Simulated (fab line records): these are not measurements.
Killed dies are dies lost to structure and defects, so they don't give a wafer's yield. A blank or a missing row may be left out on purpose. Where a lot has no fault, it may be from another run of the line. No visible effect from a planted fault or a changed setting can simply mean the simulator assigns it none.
fab line records	flow gf180mcu
record lots=14	wafers=42	last-day=34
route steps=602 shown V5@544 TOP_METAL@580 PASSIVATION@590
lots that met no fault: taken from a fault-free run of the same line
start-h: start of the lot's first displayed wafer, in hours after the record's first day	wait-h: time in hours since the lot's previous step	" the same as in the row above	L1.1+2: a single row standing in for several wafers	- value missing, or start not given	* or withheld: withheld	< > ~ a bound
route shown NAME@n: names a module that has steps shown in the file, with the first one's number in the route	usual: average and standard deviation across the fault-free wafers	same: alike in all rows	chamber/n: place in a boat	sites: each site's reading	_std_site: the standard deviation of these	_edge_site: inner sites' mean taken away from outer sites' mean	radius-mm: how far each site lies from the wafer's centre	mask NAME#n: copy n	behind: tool/chamber where the wafer was last shaped	hold: why the lot was held/for how many hours/how that ended	device: which transistor (n, p or np) failed to switch	end of line: the same wafers' tests at the end of the route	a step given without rows: its recipe and nothing more	killed: dies that structure and defects cost at the first sort, which is not the same as the wafer's yield	map: a wafer's dies, x killed, . not, _ none there
set.NAME: the setting as run; set.NAME@STEP: as run at that earlier step	model.NAME: the simulator's own value behind a step, which no gauge read
route steps across a sampled set of lots; one table per step, one row per wafer
services: from which hour (start-h, from the record's first day; less than 0 if before it) a tool's chamber was out of use, for how many hours, and why
## steps
# step GF_V5_CMP_04
# recipe material=SiO2	down-force-psi=4	platen-rpm=60	pad-velocity-m-s=0.94248
# usual motor-current-A=11.9/1.3
lot.wafer	tool	chamber	start-h	wait-h	motor-current-A
L554.1	cmp-02	1	613.09	0.1	13.5
L554.3	"	0	"	"	14.4
L554.5	"	2	"	"	11.7
L555.4	cmp-01	3	621.85	0.0	13.1
L555.2	"	0	"	"	12.7
L555.5	"	0	"	"	12.3
L556.3	cmp-01	3	626.38	0.1	12.5
L556.2	"	0	"	"	12.1
L556.6	"	2	"	"	10.7
L557.1	cmp-02	0	638.10	0.1	14.3
L557.2	"	1	"	"	12.9
L557.3	"	2	"	"	12.4
L558.1	cmp-02	1	645.71	0.1	13.0
L558.4	"	2	"	"	12.4
L558.6	"	1	"	"	13.3
L560.3	cmp-01	2	655.87	0.0	11.0
L560.4	"	0	"	"	12.8
L560.5	"	3	"	"	12.4
L562.3	cmp-01	0	672.03	0.1	12.6
L562.4	"	1	"	"	9.5
L562.5	"	3	"	"	12.4
L566.4	cmp-01	1	699.89	0.1	9.5
L566.6	"	3	"	"	12.3
L566.5	"	0	"	"	12.1
L570.4	cmp-01	3	724.07	0.0	12.1
L570.2	"	2	"	"	10.8
L570.5	"	0	"	"	12.9
L572.2	cmp-01	2	736.91	0.0	10.6
L572.3	"	3	"	"	12.1
L572.6	"	3	"	"	12.2
L573.4	cmp-02	0	741.93	0.1	14.0
L573.5	"	2	"	"	12.0
L573.6	"	3	"	"	12.2
L575.3	cmp-01	3	750.76	0.1	12.1
L575.6	"	2	"	"	10.7
L575.5	"	3	"	"	12.6
L576.2	cmp-01	2	761.26	0.0	10.7
L576.3	"	0	"	"	12.2
L576.4	"	1	"	"	9.4
L577.1	cmp-02	3	767.95	0.1	12.7
L577.5	"	1	"	"	13.5
L577.6	"	2	"	"	11.9
# step GF_V5_ETCH_16
# recipe chemistry=N2/H2	target-depth-a=withheld	overetch-a=withheld	time-s=withheld	target=BARC	ion-energy-ev=200	source-w=500	bias-w=100	pressure-mtorr=30	n2-flow-sccm=100	h2-flow-sccm=200
# usual drypump-motor-current-A=5.5/0.44	oes-product-au=0.856/0.0052	throttle-valve-pct=13.225/0.0097
lot.wafer	tool	chamber	start-h	wait-h	drypump-motor-current-A	oes-product-au	throttle-valve-pct
L554.1	rie-diel-04	1	633.70	0.0	5.3	0.857	13.224
L554.3	"	2	"	"	5.8	0.859	13.221
L554.5	"	0	"	"	6.2	0.855	13.208
L555.2	rie-diel-03	0	642.45	0.0	6.1	0.854	13.225
L555.4	"	1	"	"	5.4	0.851	13.219
L555.5	"	1	"	"	5.4	0.856	13.223
L556.2	rie-diel-03	3	647.21	0.0	5.4	0.857	13.221
L556.3	"	1	"	"	5.4	0.852	13.216
L556.6	"	1	"	"	5.4	0.857	13.230
L557.1	rie-diel-02	3	658.04	0.0	4.6	0.861	13.209
L557.2	"	0	"	"	5.6	0.865	13.220
L557.3	"	1	"	"	5.9	0.867	13.223
L558.1	rie-diel-04	3	666.24	0.0	5.6	0.857	13.222
L558.4	"	2	"	"	5.7	0.865	13.232
L558.6	"	1	"	"	5.3	0.854	13.222
L560.3	rie-diel-03	1	675.58	0.0	5.4	0.864	13.225
L560.4	"	3	"	"	5.5	0.858	13.226
L560.5	"	0	"	"	6.1	0.859	13.202
L562.3	rie-diel-02	2	691.44	0.0	5.7	0.854	13.226
L562.4	"	0	"	"	5.7	0.858	13.232
L562.5	"	1	"	"	5.9	0.855	13.218
L566.4	rie-diel-02	2	718.19	0.0	5.7	0.857	13.226
L566.5	"	3	"	"	4.7	0.859	13.215
L566.6	"	2	"	"	5.7	0.856	13.223
L570.2	rie-diel-02	0	741.74	0.0	5.7	0.863	13.205
L570.4	"	3	"	"	4.7	0.857	13.228
L570.5	"	0	"	"	5.7	0.846	13.232
L572.2	rie-diel-02	2	754.04	0.0	5.7	0.858	13.223
L572.3	"	1	"	"	5.9	0.851	13.222
L572.6	"	1	"	"	5.9	0.872	13.232
L573.4	rie-diel-02	2	758.56	0.0	5.7	0.848	13.211
L573.5	"	1	"	"	5.9	0.854	13.220
L573.6	"	2	"	"	5.7	0.855	13.234
L575.3	rie-diel-03	2	767.83	0.0	4.6	0.858	13.225
L575.5	"	2	"	"	4.6	0.853	13.233
L575.6	"	3	"	"	5.5	0.853	13.227
L576.2	rie-diel-04	2	777.43	0.0	5.7	0.854	13.214
L576.3	"	1	"	"	5.3	0.860	13.231
L576.4	"	0	"	"	6.2	0.856	13.198
L577.1	rie-diel-02	1	783.53	0.0	5.9	0.857	13.222
L577.5	"	0	"	"	5.7	0.845	13.212
L577.6	"	1	"	"	5.9	0.855	13.219
# step GF_TOP_METAL_DEVELOP_13
# recipe develop-time-s=60	dev-temp-c=23
# usual chill-plate-temp-C=22.99/0.09	develop-time-s=60/0	developer-temp-C=22.99/0.11
lot.wafer	tool	chamber	start-h	wait-h	chill-plate-temp-C	develop-time-s	developer-temp-C
L554.1	litho-track-04	0	655.48	0.1	23.05	60	22.83
L554.3	"	0	"	"	22.98	60	22.81
L554.5	"	0	"	"	22.85	60	22.96
L555.2	litho-track-02	0	663.88	0.1	23.03	60	22.86
L555.4	"	0	"	"	23.11	60	23.06
L555.5	"	0	"	"	23.20	60	23.01
L556.2	litho-track-02	0	668.08	0.1	23.06	60	23.06
L556.3	"	0	"	"	23.15	60	23.02
L556.6	"	0	"	"	23.20	60	22.95
L557.1	litho-track-04	0	678.77	0.1	23.03	60	23.02
L557.2	"	0	"	"	23.03	60	22.75
L557.3	"	0	"	"	22.85	60	23.05
L558.1	litho-track-02	-	686.50	0.1	-	-	-
L558.4	"	-	"	"	-	-	-
L558.6	"	-	"	"	-	-	-
L560.3	litho-track-02	-	695.65	0.1	-	-	-
L560.4	"	-	"	"	-	-	-
L560.5	"	-	"	"	-	-	-
L562.3	litho-track-02	0	711.40	0.1	22.77	60	22.97
L562.4	"	0	"	"	22.88	60	22.88
L562.5	"	0	"	"	22.89	60	23.11
L566.4	litho-track-04	0	736.30	0.1	23.00	60	22.89
L566.5	"	0	"	"	23.28	60	23.04
L566.6	"	0	"	"	23.08	60	23.00
L570.2	litho-track-02	0	759.53	0.1	22.90	60	22.93
L570.4	"	0	"	"	22.97	60	22.85
L570.5	"	0	"	"	23.00	60	22.90
L572.2	litho-track-04	0	771.45	0.1	23.10	60	22.86
L572.3	"	0	"	"	23.04	60	22.87
L572.6	"	0	"	"	22.95	60	22.80
L573.4	litho-track-01	0	776.22	0.1	23.09	60	23.13
L573.5	"	0	"	"	22.90	60	22.98
L573.6	"	0	"	"	22.99	60	23.14
L575.3	litho-track-02	0	784.65	0.1	23.08	60	22.92
L575.5	"	0	"	"	23.10	60	22.89
L575.6	"	0	"	"	23.00	60	23.04
L576.2	litho-track-01	0	794.02	0.1	22.89	60	22.97
L576.3	"	0	"	"	23.06	60	23.03
L576.4	"	0	"	"	23.08	60	22.93
L577.1	litho-track-02	0	800.10	0.1	22.88	60	22.94
L577.5	"	0	"	"	22.95	60	22.94
L577.6	"	0	"	"	22.86	60	22.83
# step GF_PASSIVATION_THK_MEAS_03
# recipe reads=Si3N4_of_PASSIVATION_CVD_02
# usual PASSIVATION_CVD_02_THK=701/9.6
lot.wafer	tool	chamber	start-h	wait-h	PASSIVATION_CVD_02_THK[nm]
L554.1	film-metro-01	-	656.93	0.1	703
L554.3	"	-	"	"	692
L554.5	"	-	"	"	705
L555.2	film-metro-04	-	665.32	0.2	696
L555.4	"	-	"	"	695
L555.5	"	-	"	"	692
L556.2	film-metro-03	-	669.55	0.2	695
L556.3	"	-	"	"	697
L556.6	"	-	"	"	704
L557.1	film-metro-03	-	680.24	0.1	708
L557.2	"	-	"	"	707
L557.3	"	-	"	"	702
L562.3	film-metro-03	-	712.96	0.2	686
L562.4	"	-	"	"	707
L562.5	"	-	"	"	701
L566.4	film-metro-01	-	737.71	0.0	701
L566.5	"	-	"	"	715
L566.6	"	-	"	"	702
L570.2	film-metro-03	-	761.11	0.3	691
L570.4	"	-	"	"	699
L570.5	"	-	"	"	705
L572.2	film-metro-04	-	772.89	0.2	694
L572.3	"	-	"	"	713
L572.6	"	-	"	"	702
L573.4	film-metro-03	-	777.63	0.0	713
L573.5	"	-	"	"	716
L573.6	"	-	"	"	718
L575.3	film-metro-01	-	786.08	0.2	691
L575.5	"	-	"	"	705
L575.6	"	-	"	"	698
L576.2	film-metro-01	-	795.46	0.2	692
L576.3	"	-	"	"	704
L576.4	"	-	"	"	703
L577.1	film-metro-03	-	801.56	0.1	700
L577.5	"	-	"	"	707
L577.6	"	-	"	"	707
## services
tool	chamber	start-h	hours	kind
rie-diel-04	1	600.27	4.0	repair
rie-diel-02	3	609.53	5.4	repair
rie-diel-02	2	655.63	7.7	repair
rie-diel-03	-	660.75	14.6	pm
rie-diel-04	2	661.98	2.4	repair
rie-diel-03	0	679.64	2.5	repair
rie-diel-03	3	680.07	2.6	repair
cmp-02	-	681.99	4.3	repair
rie-diel-03	3	684.32	-	clean
rie-diel-03	3	684.32	18.2	scheduled-down
cmp-02	-	686.49	2.2	repair
cmp-01	-	688.72	3.1	pm
rie-diel-03	0	709.09	2.1	repair
cmp-02	-	710.60	1.7	repair
rie-diel-02	-	726.34	14.6	pm
rie-diel-02	3	742.60	4.7	repair
cmp-02	-	744.04	4.0	pm
cmp-02	-	748.04	-	consumable-replace:conditioner
cmp-02	-	748.04	-	consumable-replace:pad
cmp-01	-	755.17	4.9	repair
cmp-01	-	772.48	0.3	repair
cmp-02	-	773.67	0.5	repair
cmp-01	-	776.63	1.0	repair
cmp-02	-	796.61	4.6	pm
## key
first-sign step=GF_TOP_METAL_DEVELOP_13	reading=tool-record	direction=missing
effect none on later readings
met-at GF_TOP_METAL_DEVELOP_13
struck-lots L558,L560
later-rows-left-out L558.1,L558.4,L558.6,L560.3,L560.4,L560.5
sort-left-out L558.1,L558.4,L558.6,L560.3,L560.4,L560.5
not-acting-at GF_V5_CMP_04,GF_V5_ETCH_16,GF_PASSIVATION_THK_MEAS_03
onset-between 668.08 686.50
fault kind=skipped-step-whole	tool=litho-track-02	chamber=-	onset-h=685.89	steps=GF_TOP_METAL_DEVELOP_13	scope=struck-lots-only
# sort-left-out: the simulated sort isn't trusted on such a fault, so these wafers' sort isn't shown, and their yield isn't known
# later-rows-left-out: the simulator's readings of these wafers behind a module that went badly wrong aren't trusted and aren't shown, but for the sort
